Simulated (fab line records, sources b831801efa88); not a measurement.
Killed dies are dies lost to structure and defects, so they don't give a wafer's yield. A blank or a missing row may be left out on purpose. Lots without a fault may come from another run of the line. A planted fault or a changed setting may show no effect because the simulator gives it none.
Chamber matching | flow gf180mcu | GF_V2_ETCH_16 on rie_diel-01: 4 sister chambers
The step etches BARC in N2/H2. 24 wafers are shown with their chamber, then 12 later ones without.

WAFERS WITH THEIR CHAMBER
wafer  | chamber | drypump_motor_current_A (A) | oes_product_au (a.u.) | throttle_valve_pct (%)
L074.2 | 1       | 6.5                         | 0.855                 | 13.222
L074.3 | 3       | 5.6                         | 0.860                 | 13.212
L074.5 | 1       | 6.5                         | 0.856                 | 13.224
L075.3 | 3       | 5.6                         | 0.853                 | 13.221
L075.5 | 1       | 6.5                         | 0.852                 | 13.236
L075.6 | 0       | 5.4                         | 0.851                 | 13.230
L077.1 | 3       | 5.6                         | 0.854                 | 13.217
L077.2 | 0       | 5.5                         | 0.861                 | 13.223
L077.3 | 2       | 5.8                         | 0.858                 | 13.226
L077.4 | 1       | 6.5                         | 0.859                 | 13.228
L077.5 | 3       | 5.6                         | 0.852                 | 13.227
L077.6 | 2       | 5.9                         | 0.848                 | 13.201
L080.1 | 3       | 5.6                         | 0.859                 | 13.231
L080.2 | 0       | 5.4                         | 0.855                 | 13.218
L080.4 | 3       | 5.6                         | 0.861                 | 13.225
L082.1 | 1       | 6.5                         | 0.856                 | 13.214
L082.2 | 2       | 5.8                         | 0.851                 | 13.206
L082.3 | 0       | 5.4                         | 0.854                 | 13.224
L083.2 | 3       | 5.6                         | 0.855                 | 13.236
L083.3 | 0       | 5.5                         | 0.858                 | 13.219
L083.4 | 2       | 5.9                         | 0.837                 | 13.221
L086.1 | 3       | 5.6                         | 0.853                 | 13.219
L086.3 | 0       | 5.5                         | 0.863                 | 13.240
L086.5 | 1       | 6.5                         | 0.861                 | 13.220

SIGNATURES (means of the wafers above)
reading                 | chamber 0 | chamber 1 | chamber 2 | chamber 3 | scatter within a chamber
drypump_motor_current_A | 5.450     | 6.500     | 5.850     | 5.600     | 0.0354
oes_product_au          | 0.85700   | 0.85650   | 0.84850   | 0.85587   | 0.00484
throttle_valve_pct      | 13.22567  | 13.22400  | 13.21350  | 13.22350  | 0.00857
Rule: a wafer's distance from a chamber is the root of the sum, over the readings, of the square of ((its reading less the chamber's mean) divided by the reading's scatter). The wafer belongs to the nearest chamber; if the next one is less than 2 further off, it can't be placed. The scatter: the root of (the sum of the squares of (reading less its chamber's mean) over the shown wafers, divided by (wafers less chambers)).

WAFERS WITHOUT THEIR CHAMBER
wafer  | drypump_motor_current_A (A) | oes_product_au (a.u.) | throttle_valve_pct (%)
L090.1 | 6.5                         | 0.858                 | 13.216
L090.2 | 5.6                         | 0.852                 | 13.216
L090.3 | 5.9                         | 0.860                 | 13.216
L090.4 | 5.4                         | 0.848                 | 13.202
L090.5 | 5.4                         | 0.857                 | 13.216
L090.6 | 6.5                         | 0.847                 | 13.228
L091.1 | 5.6                         | 0.852                 | 13.251
L091.2 | 5.4                         | 0.853                 | 13.233
L091.5 | 5.8                         | 0.859                 | 13.237
L097.1 | 5.6                         | 0.847                 | 13.229
L097.3 | 5.4                         | 0.857                 | 13.231
L097.5 | 5.9                         | 0.855                 | 13.225

WHICH CHAMBER EACH WENT THROUGH
wafer  | from the rows above     | in truth
L090.1 | 1                       | 1
L090.2 | 3                       | 3
L090.3 | 2                       | 2
L090.4 | 0                       | 0
L090.5 | 0                       | 0
L090.6 | 1                       | 1
L091.1 | can't be placed: 3 or 0 | 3
L091.2 | 0                       | 0
L091.5 | 2                       | 2
L097.1 | 3                       | 3
L097.3 | 0                       | 0
L097.5 | 2                       | 2
Placed correctly: 11 of 12. Can't be placed from these rows: 1 (the true chamber is among the candidates in 1). Placed wrongly: 0.
